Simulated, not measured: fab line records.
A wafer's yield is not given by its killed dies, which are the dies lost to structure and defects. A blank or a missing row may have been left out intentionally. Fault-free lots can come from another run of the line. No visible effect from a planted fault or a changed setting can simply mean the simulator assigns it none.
2 desks, one fault -- flow sky130 -- numbers are kept per desk, each desk with only its own; the story behind them comes last

## THE TOOL OWNER'S DESK: pvd sputter-03
The tool's own readings at SKY_METAL1_SPUTTER_02 (material AlCu, target thk 250 nm, time 13.3 s): means of the sampled wafers that have a number, for each lot that ran on this tool. If a lot's mean is further than 4 standard deviations from the usual mean, the lot is out of limits and carries the mark OUT (the distance appears in the brackets).
Columns: A = cathode dc power W at SKY_METAL1_SPUTTER_02, usual 10600 W; B = throttle valve pct at SKY_METAL1_SPUTTER_02, usual 29.3 %
lot,first seen here,A,B
L320,day 32 06:17,10601,30.1
L330,day 35 17:41,10311 (-99 or more) OUT,29.7
L339,day 38 00:01,10600,29.9
L341,day 38 18:17,10600,29.3
This desk finds L330 out of limits, L330 being first, at day 35 17:41 (cathode dc power W at SKY_METAL1_SPUTTER_02). L320, L339, L341 stayed within limits.

## THE METROLOGY DESK
Means of the sampled wafers that have a number, per lot and without regard to the tool the lot ran on: this is what the gauges read. If a lot's mean is further than 4 standard deviations from the usual mean, the lot is out of limits and carries the mark OUT (the distance appears in the brackets).
Columns: A = METAL1_ALCU_RS at SKY_METAL1_RS_MEAS_05, usual 0.1259 ohm/sq; B = METAL1_ALCU_THK at SKY_METAL1_THK_MEAS_06, usual 255 nm
lot,first seen here,A,B
L320,day 32 06:23,0.1267,253
L319,day 32 09:04,0.1268,253
L330,day 35 17:47,0.1297,248
L331,day 35 22:58,0.1245,258
L333,day 36 14:44,0.1256,255
L336,day 37 07:57,0.1242,258
L338,day 37 21:47,0.1267,255
L339,day 38 00:08,0.1280,252
L341,day 38 18:22,0.1269,254
L342,day 38 22:09,0.1271,254
Finding of this desk: none of the 10 lots has anything out of limits.

## ALL TOGETHER
At day 35 17:41, on L330, the tool owner's desk was in a position to raise an alarm.
At the metrology desk, nothing out of limits was observed.
The metrology desk holds a record of L330, inside its limits.
The lots listed all ran SKY_METAL1_SPUTTER_02 on pvd sputter-03.

## WHAT THE SIMULATOR HAD PUT IN
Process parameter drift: pvd sputter-03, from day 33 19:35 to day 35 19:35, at SKY_METAL1_SPUTTER_02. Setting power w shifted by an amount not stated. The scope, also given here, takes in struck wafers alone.
Lots struck among those shown: L330.
Each desk's first reading out of limits, in hours after the fault started: the tool owner's desk, 46.
